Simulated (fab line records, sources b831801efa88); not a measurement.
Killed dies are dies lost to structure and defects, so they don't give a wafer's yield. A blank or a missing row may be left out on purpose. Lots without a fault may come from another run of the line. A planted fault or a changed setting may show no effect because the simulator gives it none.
Chamber matching | flow gf180mcu | GF_CONTACT_CMP_27 on cmp-02: 4 sister chambers
The step polishes, stops on SiO2, t overpolish 15 s, target thk 0 nm. 16 wafers are shown with their chamber, then 8 later ones without.

WAFERS WITH THEIR CHAMBER
wafer  | chamber | motor_current_A (A) | time_to_endpoint_s (s) | overpolish_run_s (s)
L273.1 | 0       | 7.4                 | 78                     | 14.981
L273.4 | 1       | 10.8                | 76                     | 14.996
L273.5 | 0       | 8.1                 | 77                     | 15.004
L275.1 | 3       | 11.9                | 76                     | 14.998
L275.3 | 2       | 9.6                 | 77                     | 14.985
L275.6 | 2       | 9.4                 | 75                     | 14.993
L276.1 | 1       | 11.7                | 76                     | 14.985
L276.4 | 3       | 11.8                | 73                     | 15.000
L276.6 | 0       | 7.9                 | 75                     | 15.000
L282.1 | 1       | 11.2                | 82                     | 15.016
L282.2 | 2       | 9.6                 | 74                     | 15.003
L282.6 | 0       | 7.9                 | 74                     | 15.005
L283.2 | 0       | 8.1                 | 78                     | 15.000
L283.3 | 2       | 9.3                 | 69                     | 15.008
L283.5 | 0       | 7.8                 | 77                     | 15.009
L284.4 | 1       | 12.1                | 75                     | 14.987

SIGNATURES (means of the wafers above)
reading            | chamber 0 | chamber 1 | chamber 2 | chamber 3 | scatter within a chamber
motor_current_A    | 7.867     | 11.450    | 9.475     | 11.850    | 0.339
time_to_endpoint_s | 76.50     | 77.25     | 73.75     | 74.50     | 2.64
overpolish_run_s   | 14.99983  | 14.99600  | 14.99725  | 14.99900  | 0.0108
Rule: a wafer's distance from a chamber is the root of the sum, over the readings, of the square of ((its reading less the chamber's mean) divided by the reading's scatter). The wafer belongs to the nearest chamber; if the next one is less than 2 further off, it can't be placed. The scatter: the root of (the sum of the squares of (reading less its chamber's mean) over the shown wafers, divided by (wafers less chambers)).

WAFERS WITHOUT THEIR CHAMBER
wafer  | motor_current_A (A) | time_to_endpoint_s (s) | overpolish_run_s (s)
L284.5 | 7.7                 | 77                     | 14.991
L284.6 | 12.0                | 75                     | 15.011
L287.3 | 12.0                | 79                     | 15.008
L287.5 | 11.7                | 77                     | 15.005
L287.6 | 7.9                 | 74                     | 14.998
L289.3 | 11.5                | 74                     | 14.988
L289.5 | 9.5                 | 72                     | 14.992
L289.6 | 11.6                | 73                     | 14.998

WHICH CHAMBER EACH WENT THROUGH
wafer  | from the rows above     | in truth
L284.5 | 0                       | 0
L284.6 | can't be placed: 3 or 1 | 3
L287.3 | can't be placed: 3 or 1 | 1
L287.5 | can't be placed: 1 or 3 | 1
L287.6 | 0                       | 0
L289.3 | can't be placed: 1 or 3 | 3
L289.5 | 2                       | 2
L289.6 | can't be placed: 3 or 1 | 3
Placed correctly: 3 of 8. Can't be placed from these rows: 5 (the true chamber is among the candidates in 5). Placed wrongly: 0.
